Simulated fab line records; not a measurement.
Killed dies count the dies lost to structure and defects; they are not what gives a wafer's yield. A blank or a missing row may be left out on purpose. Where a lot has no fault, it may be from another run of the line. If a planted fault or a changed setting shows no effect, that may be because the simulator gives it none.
Which tool did it? ; flow gf180mcu ; 72 wafers from 24 lots sampled at 6 of the route's 602 steps

== WHAT THE GAUGES READ, wafer by wafer ==
GF_M1_OVL_MEAS_15.
lot;measured;on;M1_OVL (nm)
L074;day 16 20:25;overlay-01;9 -1 4
L075;day 16 23:25;overlay-01;4 -4 -4
L076;day 17 13:04;overlay-01;1 -3 -8
L077;day 18 02:22;overlay-02;-4 2 1
L078;day 18 10:22;overlay-01;-2 -4 -6
L079;day 18 16:37;overlay-01;-3 -2 -2
L080;day 19 07:26;overlay-02;-8 -2 -3
L081;day 19 14:07;overlay-02;9 3 -1
L082;day 19 20:50;overlay-01;-2 3 -6
L083;day 20 05:04;overlay-01;0 5 6
L084;day 20 16:33;overlay-02;-4 -2 3
L085;day 20 21:31;overlay-01;5 11 5
L086;day 21 17:14;overlay-01;0 7 -2
L087;day 21 22:59;overlay-01;-4 -3 -6
L088;day 22 02:40;overlay-01;7 -4 6
L089;day 22 22:56;overlay-02;-3 5 -6
L090;day 23 10:49;overlay-01;-4 -2 -4
L091;day 23 15:05;overlay-02;0 -3 2
L092;day 23 21:46;overlay-02;0 5 0
L093;day 24 07:19;overlay-02;-8 -1 -3
L094;day 24 14:49;overlay-02;-3 -4 7
L095;day 24 21:25;overlay-02;3 10 7
L096;day 25 01:05;overlay-01;12 16 14
L097;day 25 10:49;overlay-02;1 -5 -1

GF_M3_THK_MEAS_06: measures by xrf.
lot;measured;on;M3_ALCU_THK (nm)
L074;day 20 01:42;film metro-02;443 445 442
L075;day 20 04:21;film metro-02;440 442 443
L076;day 20 19:05;film metro-03;455 449 447
L077;day 21 06:58;film metro-02;443 444 443
L078;day 21 16:59;film metro-03;442 443 447
L079;day 21 23:49;film metro-03;439 444 442
L080;day 22 13:11;film metro-03;438 437 440
L081;day 22 21:22;film metro-02;447 446 449
L082;day 23 02:23;film metro-02;442 442 442
L083;day 23 11:23;film metro-03;438 439 437
L084;day 23 22:34;film metro-01;450 450 449
L085;day 24 01:15;film metro-02;440 440 436
L086;day 24 20:34;film metro-01;438 440 440
L087;day 25 02:10;film metro-03;442 443 444
L088;day 25 05:59;film metro-01;461 455 460
L089;day 26 01:05;film metro-03;454 452 452
L090;day 26 10:56;film metro-03;448 449 452
L091;day 26 14:14;film metro-02;449 448 453
L092;day 26 20:28;film metro-01;446 441 450
L093;day 27 05:35;film metro-03;450 452 450
L094;day 27 11:47;film metro-01;446 447 443
L095;day 27 19:16;film metro-01;444 450 453
L096;day 27 21:42;film metro-02;442 444 444
L097;day 28 06:47;film metro-01;443 444 443

GF_M3_OVL_MEAS_15.
lot;measured;on;M3_OVL (nm)
L074;day 21 01:43;overlay-01;1 5 3
L075;day 21 04:03;overlay-02;-6 2 -5
L076;day 21 19:34;overlay-02;5 4 5
L077;day 22 06:46;overlay-02;-10 -3 2
L078;day 22 16:50;overlay-02;2 2 6
L079;day 22 23:29;overlay-01;7 3 9
L080;day 23 12:41;overlay-02;-5 -5 -1
L081;day 23 20:28;overlay-02;-6 0 -8
L082;day 24 01:13;overlay-02;-12 -5 -6
L083;day 24 09:20;overlay-02;3 0 -10
L084;day 24 20:54;overlay-01;3 5 6
L085;day 24 23:16;overlay-01;-5 -1 2
L086;day 25 18:33;overlay-01;5 1 3
L087;day 26 00:05;overlay-02;0 -3 -3
L088;day 26 03:43;overlay-01;1 1 -9
L089;day 26 21:47;overlay-02;3 -8 -8
L090;day 27 07:06;overlay-02;2 -4 -4
L091;day 27 11:02;overlay-02;2 -4 4
L092;day 27 16:26;overlay-01;4 0 3
L093;day 28 01:46;overlay-01;4 0 8
L094;day 28 07:41;overlay-02;-5 -12 -8
L095;day 28 14:31;overlay-01;9 7 4
L096;day 28 17:40;overlay-01;4 -6 5
L097;day 29 04:02;overlay-01;-3 0 1

GF_V3_THK_MEAS_01.
lot;measured;on;V3_CVD_00_THK (nm)
L074;day 21 02:28;film metro-01;598 600 598
L075;day 21 04:53;film metro-02;607 613 610
L076;day 21 20:21;film metro-04;607 596 606
L077;day 22 07:32;film metro-02;590 591 592
L078;day 22 17:43;film metro-02;585 602 592
L079;day 23 00:18;film metro-04;588 597 601
L080;day 23 13:26;film metro-02;605 606 608
L081;day 23 21:13;film metro-02;600 600 601
L082;day 24 01:58;film metro-01;603 601 601
L083;day 24 10:13;film metro-04;598 602 605
L084;day 24 21:48;film metro-01;600 600 607
L085;day 25 00:09;film metro-04;606 604 603
L086;day 25 19:23;film metro-04;596 592 598
L087;day 26 00:53;film metro-01;604 605 603
L088;day 26 04:31;film metro-02;592 591 596
L089;day 26 22:32;film metro-02;600 593 593
L090;day 27 07:51;film metro-04;594 590 600
L091;day 27 11:47;film metro-04;600 602 609
L092;day 27 17:11;film metro-02;606 603 607
L093;day 28 02:34;film metro-01;592 593 603
L094;day 28 08:27;film metro-02;597 603 600
L095;day 28 15:17;film metro-01;598 610 600
L096;day 28 18:25;film metro-04;601 605 601
L097;day 29 04:48;film metro-02;595 594 602

GF_V3_CD_MEAS_14 targets a cd of 260 nm.
lot;measured;on;cd nm (nm)
L074;day 22 03:18;cd sem-02;257.3 258.7 257.2
L075;day 22 04:52;cd sem-01;258.5 259.6 259.0
L076;day 22 21:14;cd sem-02;259.5 261.0 258.3
L077;day 23 07:29;cd sem-01;260.2 259.6 261.4
L078;day 23 17:23;cd sem-01;260.3 260.8 260.7
L079;day 23 23:56;cd sem-02;258.6 258.8 259.5
L080;day 24 11:56;cd sem-01;258.2 259.4 259.1
L081;day 24 19:35;cd sem-02;261.2 259.9 259.9
L082;day 25 01:17;cd sem-01;262.2 262.4 261.0
L083;day 25 07:50;cd sem-01;259.0 261.0 260.7
L084;day 25 19:51;cd sem-01;260.2 259.7 259.6
L085;day 25 23:06;cd sem-01;259.8 260.3 259.7
L086;day 26 17:19;cd sem-01;260.5 258.6 260.0
L087;day 26 22:01;cd sem-01;260.9 261.1 260.1
L088;day 27 01:30;cd sem-01;259.9 260.6 260.4
L089;day 27 19:14;cd sem-02;260.0 260.1 260.8
L090;day 28 04:04;cd sem-02;259.6 260.8 259.4
L091;day 28 08:10;cd sem-01;258.3 260.5 259.4
L092;day 28 14:02;cd sem-01;260.7 259.7 260.3
L093;day 28 22:37;cd sem-02;261.4 261.1 260.0
L094;day 29 04:12;cd sem-02;262.6 261.7 260.1
L095;day 29 10:14;cd sem-02;261.7 261.2 260.6
L096;day 29 12:35;cd sem-01;259.8 259.9 260.1
L097;day 29 23:27;cd sem-01;257.2 257.1 257.1

== TOOL THAT RAN EACH LOT (tool first, then ch and the chambers of the sampled wafers, then the start) ==
lot;GF_M2_SPUTTER_04
L074;pvd sputter-01, day 17 22:28
L075;pvd sputter-04, day 18 01:20
L076;pvd sputter-01, day 18 15:31
L077;pvd sputter-03, day 19 04:13
L078;pvd sputter-01, day 19 13:29
L079;pvd sputter-03, day 19 20:41
L080;pvd sputter-03, day 20 10:58
L081;pvd sputter-01, day 20 18:03
L082;pvd sputter-04, day 21 00:11
L083;pvd sputter-03, day 21 08:58
L084;pvd sputter-03, day 21 19:32
L085;pvd sputter-01, day 21 23:58
L086;pvd sputter-04, day 22 20:05
L087;pvd sputter-03, day 23 01:26
L088;pvd sputter-01, day 23 05:11
L089;pvd sputter-01, day 24 01:11
L090;pvd sputter-01, day 24 12:38
L091;pvd sputter-04, day 24 16:32
L092;pvd sputter-03, day 24 22:52
L093;pvd sputter-01, day 25 08:16
L094;pvd sputter-01, day 25 15:17
L095;pvd sputter-04, day 25 22:31
L096;pvd sputter-04, day 26 01:57
L097;pvd sputter-01, day 26 11:18
- GF_M2_SPUTTER_04: material TiN, target thk 50 nm, time 41.7 s.

== WHAT THE TOOLS THEMSELVES READ (means of the sampled wafers that have a number; where no wafer has one, the mark that the record gives instead) ==
GF_M2_SPUTTER_04.
lot;tool;throttle valve pct (%)
L074;pvd sputter-01;31.0
L075;pvd sputter-04;29.7
L076;pvd sputter-01;30.6
L077;pvd sputter-03;29.3
L078;pvd sputter-01;31.6
L079;pvd sputter-03;29.8
L080;pvd sputter-03;30.3
L081;pvd sputter-01;31.5
L082;pvd sputter-04;30.0
L083;pvd sputter-03;30.0
L084;pvd sputter-03;31.6
L085;pvd sputter-01;32.4
L086;pvd sputter-04;29.1
L087;pvd sputter-03;30.9
L088;pvd sputter-01;30.8
L089;pvd sputter-01;30.5
L090;pvd sputter-01;31.2
L091;pvd sputter-04;29.5
L092;pvd sputter-03;29.9
L093;pvd sputter-01;31.5
L094;pvd sputter-01;31.0
L095;pvd sputter-04;30.1
L096;pvd sputter-04;29.6
L097;pvd sputter-01;31.3

== THE ANSWER, worked out from the rows above alone ==
Rule: the lots themselves supply what counts as usual. Put in order of their means at a reading, lots are off if they are a third of the lots or fewer, leave a main group of 4 or more, and stand apart from it by a gap of 3 or more times the standard deviation of the main group's means; of several such gaps the widest counts. If all means in a main group match to the digits the tables above print for the reading, that group is not used. A lot without any number at a reading at which 4 lots or more have one is off too. Where the step has rows for the other lots, those lots are counted as sound. After the gauges, taken in route order, come the tools' own readings; for these a lot's mean is taken, as printed above. At the first step where some lot is off, the reading lying furthest off is the one used; lots without a number count as furthest.
Nothing can be told from this: no lot is off at any reading shown.

== WHAT THE SIMULATOR PUT IN ==
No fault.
